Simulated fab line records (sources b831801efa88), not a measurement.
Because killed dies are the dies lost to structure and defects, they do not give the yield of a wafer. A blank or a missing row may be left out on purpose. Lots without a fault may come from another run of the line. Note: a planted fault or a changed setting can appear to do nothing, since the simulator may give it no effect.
The same fault as seen by 2 desks    flow gf180mcu    each desk holds nothing but its own numbers, with what lay behind them at the end

FOR THE TOOL OWNER'S DESK: plasma asher-03
The tool's own readings at GF_V1_STRIP_18 (strips in O2/N2): means of the sampled wafers that have a number, for each lot that ran on this tool. If a lot's mean is further than 4 standard deviations from the usual mean, the lot is out of limits and carries the mark OUT (the distance appears in the brackets).
Columns: A = chamber pressure mTorr at GF_V1_STRIP_18, usual 1499.9 mTorr; B = drypump motor current A at GF_V1_STRIP_18, usual 5.8 A; C = heater power w at GF_V1_STRIP_18, usual 325 W; D = o2 flow sccm at GF_V1_STRIP_18, usual 3001 sccm; E = oes product au at GF_V1_STRIP_18, usual 0.593 a.u.
lot   first seen here  A                         B    C    D     E
L778  day 18 19:45     1498.2                    5.6  331  2999  0.593
L783  day 20 15:56     1500.4                    5.4  339  3006  0.596
L787  day 22 06:02     1499.6                    5.4  334  3003  0.592
L788  day 22 13:57     1800.4 (+99 or more) OUT  5.6  332  2994  0.597
L791  day 24 00:23     1798.5 (+99 or more) OUT  5.6  333  3012  0.598
This desk's finding: out of limits on L788, L791; first on L788, day 22 13:57 (chamber pressure mTorr at GF_V1_STRIP_18). In limits: L778, L783, L787.

FROM THE METROLOGY DESK
What the gauges read for every lot (on any tool): the sampled wafers with a number, averaged. If a lot's mean is further than 4 standard deviations from the usual mean, the lot is out of limits and carries the mark OUT (the distance appears in the brackets).
Columns: A = M1_OVL at GF_M1_OVL_MEAS_15, usual -4 nm; B = V1_CVD_00_THK at GF_V1_THK_MEAS_01, usual 600 nm
lot   first seen here  A    B
L778  day 17 18:29     -1   590
L777  day 17 22:53     -4   601
L779  day 18 03:17     -10  594
L780  day 18 17:08     14   603
L781  day 19 02:14     0    602
L783  day 19 14:17     -7   599
L784  day 19 22:32     -2   604
L785  day 20 13:26     -2   604
L787  day 21 04:35     -8   602
L788  day 21 13:08     1    601
L791  day 22 23:59     -9   600
L795  day 24 04:14     -8   607
L798  day 25 05:17     -5   599
Finding of this desk: none of the 13 lots has anything out of limits.

BROUGHT TOGETHER
The tool owner's desk had the chance to raise an alarm at day 22 13:57 on L788, L791.
Nothing out of limits was seen by the metrology desk.
The metrology desk has L788, L791 on record, within its limits.
Every lot named ran GF_V1_STRIP_18 on plasma asher-03.

WHAT THE SIMULATOR HAD PUT IN
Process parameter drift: plasma asher-03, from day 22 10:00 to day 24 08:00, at GF_V1_STRIP_18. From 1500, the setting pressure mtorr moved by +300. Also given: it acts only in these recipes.
Struck lots among those shown: L788, L791.
Each desk's first reading out of limits, in hours after the fault started: the tool owner's desk, 4.
